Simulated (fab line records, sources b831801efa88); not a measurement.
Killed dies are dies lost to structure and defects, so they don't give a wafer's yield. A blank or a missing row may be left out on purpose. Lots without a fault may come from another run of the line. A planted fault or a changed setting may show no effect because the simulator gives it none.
Tool commonality check | flow sky130 | 12 lots, 36 wafers sampled

WHY IT WAS OPENED
At SKY_PWDE_TW_MEAS_10 the reading PWDE_TW is flagged on 2 of 12 lots. Wafers without a fault read 374.8, standard deviation 2.8.
Rule: a lot is flagged when every wafer of it that has a number lies more than 4 standard deviations from that mean, or none has a number. The other lots count as sound.

lot  | measured    | on            | PWDE_TW, wafer by wafer | flag
L352 | day 4 12:40 | film_metro-03 | 377.7 377.8 378.3       |
L354 | day 4 13:34 | film_metro-01 | 376.5 376.3 378.8       |
L353 | day 4 13:37 | film_metro-04 | 373.1 374.3 374.4       |
L356 | day 4 23:18 | film_metro-04 | 374.8 374.1 374.3       |
L357 | day 5 03:28 | film_metro-04 | 374.5 372.2 373.9       |
L358 | day 5 08:44 | film_metro-03 | 375.8 376.9 374.5       |
L360 | day 5 19:49 | film_metro-04 | 369.1 371.4 372.2       |
L361 | day 5 22:25 | film_metro-03 | 405.3 405.0 407.7       | FLAGGED
L363 | day 6 09:47 | film_metro-03 | 405.9 403.5 406.5       | FLAGGED
L368 | day 7 17:02 | film_metro-01 | 378.3 377.5 377.5       |
L373 | day 8 17:17 | film_metro-03 | 376.6 379.4 377.5       |
L375 | day 9 13:15 | film_metro-04 | 369.1 370.3 371.8       |
The numbers of the flagged lots are 405.6 on average: +30.8 against the usual, or +11 standard deviations.

WHICH TOOL RAN EACH LOT
The record holds 1 process step before the reading, out of a route of 708 steps. In each cell: the tool, then ch and the chambers that the sampled wafers went through, then the start.
lot  | flag    | SKY_PWDE_IMPLANT_08
L352 |         | implanter-01 ch 0, day 4 12:26
L354 |         | implanter-01 ch 0, day 4 13:22
L353 |         | implanter-03 ch 0, day 4 13:22
L356 |         | implanter-03 ch 0, day 4 23:03
L357 |         | implanter-04 ch 0, day 5 03:13
L358 |         | implanter-01 ch 0, day 5 08:31
L360 |         | implanter-01 ch 0, day 5 19:34
L361 | FLAGGED | implanter-01 ch 0, day 5 22:13
L363 | FLAGGED | implanter-01 ch 0, day 6 09:26
L368 |         | implanter-03 ch 0, day 7 16:47
L373 |         | implanter-03 ch 0, day 8 17:04
L375 |         | implanter-01 ch 0, day 9 13:00
What these steps do:
- SKY_PWDE_IMPLANT_08
- SKY_PWDE_TW_MEAS_10

FLAGGED OVER TOTAL, TOOL BY TOOL (the gauges that took the reading come last)
step                | tool          | lots run | flagged | share of the flagged lots | sound lots run after its first flagged lot
SKY_PWDE_IMPLANT_08 | implanter-01  | 7        | 2       | all                       | 1 (L375)
SKY_PWDE_IMPLANT_08 | implanter-03  | 4        | 0       | none                      | -
SKY_PWDE_IMPLANT_08 | implanter-04  | 1        | 0       | none                      | -
SKY_PWDE_TW_MEAS_10 | film_metro-01 | 2        | 0       | none                      | -
SKY_PWDE_TW_MEAS_10 | film_metro-03 | 5        | 2       | all                       | 1 (L373)
SKY_PWDE_TW_MEAS_10 | film_metro-04 | 5        | 0       | none                      | -

WHAT THE TABLE ALLOWS
2 rows of the table ran every flagged lot: implanter-01 at SKY_PWDE_IMPLANT_08, film_metro-03 at SKY_PWDE_TW_MEAS_10.
- implanter-01 at SKY_PWDE_IMPLANT_08: 2 of its 7 lots flagged. Sound lots ran on it after the first flagged one (L375), which a lasting fault on the whole tool wouldn't allow. Its own readings lie more than 4 standard deviations out on every wafer of the flagged lots: beam_on_s, faraday_current_uA.
- film_metro-03 at SKY_PWDE_TW_MEAS_10: 2 of its 5 lots flagged. Sound lots ran on it after the first flagged one (L373), which a lasting fault on the whole tool wouldn't allow.
No row of the table ran every flagged lot and no sound lot after the first.

WHAT THE SIMULATOR HAD PUT IN
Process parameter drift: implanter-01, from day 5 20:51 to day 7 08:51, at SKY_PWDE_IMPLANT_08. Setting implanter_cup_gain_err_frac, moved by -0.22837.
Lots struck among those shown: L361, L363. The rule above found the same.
